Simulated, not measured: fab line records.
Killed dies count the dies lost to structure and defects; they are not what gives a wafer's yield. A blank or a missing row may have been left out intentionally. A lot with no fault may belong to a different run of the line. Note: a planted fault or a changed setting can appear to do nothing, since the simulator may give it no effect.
A lot that was struck, set against a sound lot ; flow sky130 ; 28 steps out of a route of 708
Sound: these wafers, L450.2, L450.3, L450.6. Wafers struck: L442.1, L442.4, L442.6. Last of all comes the cause.
Per side, at each step with rows, come the tool, then ch with its chambers, and then its first start. Under that, the readings that differ: sound wafers ; struck wafers ; difference of the means ; sigmas: that difference in standard deviations of wafers without a fault.
alike: readings whose means differ by less than 2 such deviations, and words and numbers that are the same on both sides. not compared: withheld readings, readings that some wafer has no value for, bounds like >300 that may hide the same value, and numbers for which the record gives no deviation and whose values overlap.
Wherever a step has rows on one side only, a row that says differs or no value, or a row with sigmas, the two part there. Numbers that have no deviation but don't overlap get no sigmas and don't part them. A reading missing from all wafers of one side parts the sides only when that side holds two or more wafers.

SKY_SD_P_OVL_MEAS_08:
  struck on overlay-01, day 28 17:14; sound on overlay-02, day 31 15:33
  alike: SD_P_OVL
next, for these wafers, 1 step has no rows: SKY_SD_P_IMPLANT_09.
SKY_SD_P_STRIP_10: strips in O2/N2.
  sound on plasma asher-04 ch 1, day 31 15:44; struck on plasma asher-02 ch 0,1, day 28 17:26
  alike: chamber pressure mTorr, drypump motor current A, o2 flow sccm, oes product au, strip time to endpoint s
  not compared: rf hours counter h
SKY_SD_P_TW_MEAS_11:
  struck on film metro-02, day 28 17:32; sound on film metro-02, day 31 15:50
  alike: SD_P_TW
then, 8 steps without rows for these wafers: SKY_RES_XHIGH_DEHYDRATE_00 (time 60 s); SKY_RES_XHIGH_HMDS_01 (prime time 60 s); SKY_RES_XHIGH_COAT_02 (resist thk 1140 nm); SKY_RES_XHIGH_SOFTBAKE_03 (time 60 s); SKY_RES_XHIGH_EXPOSE_04 (exposes mask URPM, target cd 1270 nm); SKY_RES_XHIGH_PEB_05; SKY_RES_XHIGH_DEVELOP_06 (develop time 60 s); SKY_RES_XHIGH_IMPLANT_07.
SKY_RES_XHIGH_STRIP_08: strips in O2/N2.
  sound on plasma asher-02 ch 0,1, day 32 19:08; struck on plasma asher-02 ch 0, day 29 21:20
  no value came back on the struck wafers for any of 5 readings (chamber pressure mTorr (mTorr), drypump motor current A (A) and others); on the sound wafers chamber pressure mTorr (mTorr) reads 1497.3 1498.2 1500.2
reading;sound;struck;difference;sigmas
model.NOVOLAK_of_RES_XHIGH_COAT_02.thk nm (nm);0 0 0;1139 1143 1140;+1141;
  not compared: rf hours counter h
SKY_RES_XHIGH_TW_MEAS_09:
  struck on film metro-02, day 29 21:26; sound on film metro-03, day 32 19:14
  alike: RES_XHIGH_TW
then, 7 steps without rows for these wafers: SKY_SD_N_DEHYDRATE_00 (time 60 s); SKY_SD_N_HMDS_01 (prime time 60 s); SKY_SD_N_COAT_02 (resist thk 1140 nm); SKY_SD_N_SOFTBAKE_03 (time 60 s); SKY_SD_N_EXPOSE_04 (exposes mask NSDM, target cd 380 nm); SKY_SD_N_PEB_05; SKY_SD_N_DEVELOP_06 (develop time 60 s).
SKY_SD_N_CD_MEAS_07: the cd target is 380 nm.
  struck on cd sem-01, day 31 01:01; sound on cd sem-02, day 33 21:56
  alike: cd nm
SKY_SD_N_OVL_MEAS_08:
  struck on overlay-02, day 31 01:08; sound on overlay-02, day 33 22:03
  alike: SD_N_OVL
then, 2 steps without rows for these wafers: SKY_SD_N_IMPLANT_09; SKY_SD_N_IMPLANT_10.
SKY_SD_N_STRIP_11: strips in O2/N2.
  sound on plasma asher-04 ch 0,1, day 33 22:23; struck on plasma asher-04 ch 0,1, day 31 01:29
reading;sound;struck;difference;sigmas
oes product au (a.u.);0.523 0.528 0.521;0.612 0.619 0.624;+0.094;+20
strip time to endpoint s (s);22.59 22.59 22.56;39.46 39.51 39.45;+16.89;+99 or more
  alike: chamber pressure mTorr, drypump motor current A, o2 flow sccm
  not compared: rf hours counter h
SKY_SD_N_TW_MEAS_12:
  struck on film metro-04, day 31 01:52; sound on film metro-04, day 33 22:29
reading;sound;struck;difference;sigmas
SD_N_TW;4006 4014 4008;30 30 30;-3979;-99 or more
  not compared: hold
SKY_PAD_OPEN_PROBE_99:
  sound wafers here have rows in the record (prober-02, day 50 00:32); struck ones have none

## WHERE THEY PART
First at SKY_RES_XHIGH_STRIP_08; last, within this record, at SKY_PAD_OPEN_PROBE_99.

WHY: what had been put in by the simulator
Skipped step whole: plasma asher-02, from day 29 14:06 on, at SKY_RES_XHIGH_STRIP_08. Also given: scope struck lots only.
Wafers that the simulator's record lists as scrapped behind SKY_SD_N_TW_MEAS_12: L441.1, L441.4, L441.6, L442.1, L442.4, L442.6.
